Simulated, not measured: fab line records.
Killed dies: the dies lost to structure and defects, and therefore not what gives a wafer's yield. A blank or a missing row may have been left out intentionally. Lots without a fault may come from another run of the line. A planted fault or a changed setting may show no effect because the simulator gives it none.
fab line records    flow gf180mcu    part 2 of 2: steps 26 to 34 of 34
[record] lots = 5  wafers = 15  lastDay = 33
route steps=602 shown CONTACT@301 M1@315
lots that met no fault: from a run of the same line without faults
startH: hours from the record's first day to the start of the lot's first wafer shown    waitH: hours since the lot's step before    " same as the row above    L1.1+2: several wafers, shown together as one row    - no value present, or no start provided    * or withheld: withheld    < > ~ a bound
route shown NAME@n: NAME is a module with steps in the file, n the number in the route of the first one    usual: mean/standard deviation of fault-free wafers    same: alike in all rows    chamber/n: place in a boat    sites: the reading at each site    _std_site: standard deviation of those values    _edge_site: outer sites' mean less inner sites'    radiusMm: for every site, how far away it sits from the centre of the wafer    mask NAME#n: copy n    behind: tool/chamber where the wafer was last shaped    hold: cause of the lot's hold/its duration in hours/its outcome    device: whichever transistor did not switch (one of n, p or np)    end of line: at the end of the route, the tests of the same wafers    step lacking rows: just its recipe    killed: the dies lost at the first sort to structure and to defects; this is not the yield of the wafer    map: shows each die of a wafer: x if killed, . if not, _ if none is there
set.NAME: the setting that was run; set.NAME@STEP: the one run at that earlier step    model.NAME: the simulator's own value behind a step, which no gauge read
lots at some steps of the route; a table a step, a row a wafer
services: a tool's chamber out of use, with start hour (startH, from the record's first day; less than 0 if before it), hours out, and reason
[[steps]]
[step GF_M1_EXPOSE_11]
[recipe] maskId = Metal1  targetCdNm = 230  na = 0.68  sourceShape = conventional  sigmaOuter = 0.6  doseMj = 28
[usual] exposureDoseMJCm2 = 28.14/0.26  stageVelMmS = 500.03/0.23
lot.wafer  tool           chamber  startH  waitH  mask      exposureDoseMJCm2  stageVelMmS
L076.3     krfScanner-01  0        -       -      Metal1#0  28.04              499.83
L076.5     "              0        "       "      Metal1#0  28.01              500.02
L076.6     "              0        "       "      Metal1#0  27.98              499.97
L079.4     krfScanner-02  0        -       -      Metal1#0  27.96              500.02
L079.5     "              0        "       "      Metal1#0  27.94              500.08
L079.6     "              0        "       "      Metal1#0  27.94              500.37
L085.2     krfScanner-02  0        -       -      Metal1#0  28.53              499.83
L085.4     "              0        "       "      Metal1#0  28.54              500.39
L085.6     "              0        "       "      Metal1#0  28.56              499.76
L093.1     krfScanner-01  0        -       -      Metal1#0  27.99              500.36
L093.4     "              0        "       "      Metal1#0  28.03              500.08
L093.6     "              0        "       "      Metal1#0  27.96              499.75
L094.2     krfScanner-01  0        -       -      Metal1#0  27.99              500.13
L094.3     "              0        "       "      Metal1#0  27.94              500.13
L094.4     "              0        "       "      Metal1#0  27.97              499.74
[step GF_M1_PEB_12]
[recipe] pebTempC = 135  pebTimeS = 90  resist = KrF
[usual] plateTempC = 134.99/0.13
lot.wafer  tool           chamber  startH  waitH  plateTempC
L076.3     lithoTrack-01  0        -       -      134.89
L076.5     "              0        "       "      135.05
L076.6     "              0        "       "      134.88
L079.4     lithoTrack-04  0        -       -      134.94
L079.5     "              0        "       "      134.92
L079.6     "              0        "       "      134.63
L085.2     lithoTrack-01  0        -       -      135.05
L085.4     "              0        "       "      135.05
L085.6     "              0        "       "      135.04
L093.1     lithoTrack-04  0        -       -      134.97
L093.4     "              0        "       "      135.16
L093.6     "              0        "       "      135.10
L094.2     lithoTrack-04  0        -       -      134.86
L094.3     "              0        "       "      134.74
L094.4     "              0        "       "      135.04
[step GF_M1_DEVELOP_13]
[recipe] developTimeS = 60  devTempC = 21
lot.wafer   tool           chamber  startH  waitH
L076.3+5+6  lithoTrack-01  0        395.40  0.1
L079.4+5+6  lithoTrack-04  0        443.78  0.1
L085.2+4+6  lithoTrack-01  0        499.52  0.2
L093.1+4+6  lithoTrack-04  0        545.56  0.2
L094.2+3+4  lithoTrack-04  0        546.83  0.2
[step GF_M1_CD_MEAS_14]
[recipe] targetCdNm = 230
[usual] cdNm = 230.1/1.1
lot.wafer  tool      chamber  startH  waitH  cdNm
L076.3     cdSem-02  -        395.54  0.1    229.9
L076.5     "         -        "       "      231.0
L076.6     "         -        "       "      230.6
L079.4     cdSem-02  -        443.92  0.1    230.5
L079.5     "         -        "       "      232.0
L079.6     "         -        "       "      231.6
L085.2     cdSem-02  -        499.66  0.1    230.0
L085.4     "         -        "       "      230.6
L085.6     "         -        "       "      230.4
L093.1     cdSem-01  -        545.71  0.1    229.9
L093.4     "         -        "       "      230.9
L093.6     "         -        "       "      230.6
L094.2     cdSem-02  -        546.98  0.1    229.4
L094.3     "         -        "       "      228.2
L094.4     "         -        "       "      228.8
[step GF_M1_OVL_MEAS_15]
[usual] M1_OVL = 1/5.8
lot.wafer  tool        chamber  startH  waitH  M1_OVL[nm]
L076.3     overlay-01  -        395.63  0.1    8
L076.5     "           -        "       "      -2
L076.6     "           -        "       "      3
L079.4     overlay-02  -        444.00  0.1    9
L079.5     "           -        "       "      7
L079.6     "           -        "       "      3
L085.2     overlay-02  -        499.77  0.1    -4
L085.4     "           -        "       "      -14
L085.6     "           -        "       "      -8
L093.1     overlay-02  -        545.83  0.1    -10
L093.4     "           -        "       "      -5
L093.6     "           -        "       "      -5
L094.2     overlay-02  -        547.08  0.1    1
L094.3     "           -        "       "      4
L094.4     "           -        "       "      -2
[step GF_M1_METAL_ETCH_16]
[recipe] chemistry = Cl2/BCl3  maskMaterial = KrF  targetDepthNm = 627.5  stopOn = SiO2  pressureMtorr = 8  icpW = 800  biasW = 140  Cl2_flow_sccm = 80  bcl3FlowSccm = 40  timeS = 104.6
[usual] chamberPressureMTorr = 8.000/0.0073  drypumpMotorCurrentA = 5.7/0.37  oesProductAu = 0.974/0.0066  throttleValvePct = 28.247/0.011
lot.wafer  tool         chamber  startH  waitH  chamberPressureMTorr  drypumpMotorCurrentA  oesProductAu  rfHoursCounterH  throttleValvePct
L076.3     rieMetal-01  0        395.69  0.1    8.005                 6.2                   0.979         -                28.235
L076.5     "            0        "       "      7.987                 6.2                   0.976         -                28.242
L076.6     "            1        "       "      7.996                 6.0                   0.976         -                28.231
L079.4     rieMetal-03  0        444.05  0.0    7.991                 5.8                   0.970         -                28.245
L079.5     "            1        "       "      7.990                 5.3                   0.977         -                28.250
L079.6     "            0        "       "      8.002                 5.8                   0.970         -                28.247
L085.2     rieMetal-03  1        499.84  0.1    8.004                 5.3                   0.979         -                28.242
L085.4     "            1        "       "      7.996                 5.2                   0.976         -                28.249
L085.6     "            1        "       "      8.000                 5.3                   0.978         -                28.247
L093.1     rieMetal-01  0        545.86  0.0    8.000                 6.2                   0.969         1                28.250
L093.4     "            1        "       "      7.986                 6.1                   0.970         -                28.248
L093.6     "            1        "       "      8.009                 6.1                   0.970         -                28.221
L094.2     rieMetal-03  0        547.11  0.0    7.998                 5.8                   0.982         1                28.245
L094.3     "            1        "       "      7.999                 5.3                   0.974         -                28.245
L094.4     "            0        "       "      8.008                 5.8                   0.976         -                28.242
[step GF_M1_STRIP_17]
[recipe] chemistry = O2/N2  powerW = 1400  pressureMtorr = 1500  platenTempC = 250  o2FlowSccm = 3000  n2FlowSccm = 300  overashFraction = 0.5
[usual] chamberPressureMTorr = 1500.0/1.4  drypumpMotorCurrentA = 5.82/0.14  heaterPowerW = 341/13  oesProductAu = 0.557/0.0045  platenTempC = 250.00/0.19  stripTimeToEndpointS = 7.86/0.043
lot.wafer  tool            chamber  startH  waitH  chamberPressureMTorr  drypumpMotorCurrentA  heaterPowerW  oesProductAu  platenTempC  rfHoursCounterH  stripTimeToEndpointS
L076.3     plasmaAsher-03  0        395.80  0.1    1499.2                6.11                  321           0.557         249.75       -                7.80
L076.5     "               0        "       "      1500.8                6.11                  330           0.558         249.72       -                7.79
L076.6     "               1        "       "      1499.1                5.88                  352           0.560         249.97       -                7.90
L079.4     plasmaAsher-04  1        444.16  0.1    1502.9                5.63                  318           0.553         250.28       -                7.89
L079.5     "               0        "       "      1497.2                5.88                  335           0.558         249.97       -                7.91
L079.6     "               1        "       "      1498.8                5.65                  322           0.554         249.96       -                7.89
L085.2     plasmaAsher-01  0        500.02  0.1    1500.0                5.76                  354           0.548         249.95       41               7.85
L085.4     "               1        "       "      1500.7                5.68                  343           0.560         249.84       -                7.88
L085.6     "               1        "       "      1499.3                5.72                  327           0.567         249.92       -                7.91
L093.1     plasmaAsher-01  1        545.98  0.1    1499.8                5.73                  342           0.559         250.06       46               7.85
L093.4     "               0        "       "      1497.3                5.73                  360           0.558         249.96       -                7.85
L093.6     "               1        "       "      1498.1                5.75                  341           0.555         249.93       -                7.85
L094.2     plasmaAsher-01  1        547.23  0.1    1499.1                5.74                  349           0.558         249.95       46               7.88
L094.3     "               0        "       "      1500.8                5.74                  352           0.549         250.10       -                7.80
L094.4     "               1        "       "      1500.8                5.73                  341           0.553         250.20       -                7.85
[step GF_M1_STRIP_18]
[recipe] chemistry = postEtchResidueRemover  timeS = 1200  tempC = 72.5
lot.wafer   tool         chamber  startH  waitH
L076.3+5+6  wetBench-03  3        395.86  0.0
L079.4+5+6  wetBench-03  0        444.23  0.0
L085.2+4+6  wetBench-01  2        500.12  0.1
L093.1+4+6  wetBench-03  1        546.08  0.1
L094.2+3+4  wetBench-03  3        547.33  0.1
[step GF_M1_CLEAN_19]
[recipe] chemistry = DIW  dry = n2Spin
lot.wafer   tool         chamber  startH  waitH
L076.3+5+6  wetBench-01  0        396.24  0.0
L079.4+5+6  wetBench-01  2        444.57  0.0
L085.2+4+6  wetBench-02  3        500.47  0.0
L093.1+4+6  wetBench-01  2        546.42  0.0
L094.2+3+4  wetBench-02  2        547.67  0.0
[[services]]
tool            chamber  startH  hours  kind
rieDiel-02      -        358.69  0.3    repair
krfScanner-01   -        369.78  0.6    repair
wetBench-03     -        372.52  2.0    repair
krfScanner-01   -        391.99  3.6    pm
pvdSputter-01   -        397.21  1.4    repair
krfScanner-01   -        403.62  1.3    pm
plasmaAsher-01  -        404.73  14.6   pm
krfScanner-01   -        406.60  0.3    repair
krfScanner-01   -        407.09  6.2    repair
pvdSputter-01   -        407.18  3.0    repair
rieDiel-01      3        408.96  5.3    repair
pvdSputter-01   -        414.30  1.8    repair
krfScanner-01   -        424.97  0.6    repair
cmp-02          -        433.29  3.6    repair
cvdW-02         -        441.44  6.9    pm
rieDiel-02      -        443.82  28.1   pm
krfScanner-01   -        461.45  1.0    pm
krfScanner-01   -        470.58  0.4    repair
krfScanner-01   -        477.72  0.8    pm
plasmaAsher-02  -        482.93  9.9    repair
rieDiel-01      -        487.97  2.8    pm
wetBench-01     -        489.44  4.5    repair
cvdW-02         1        492.66  34.6   repair
cmp-02          -        538.27  1.2    repair
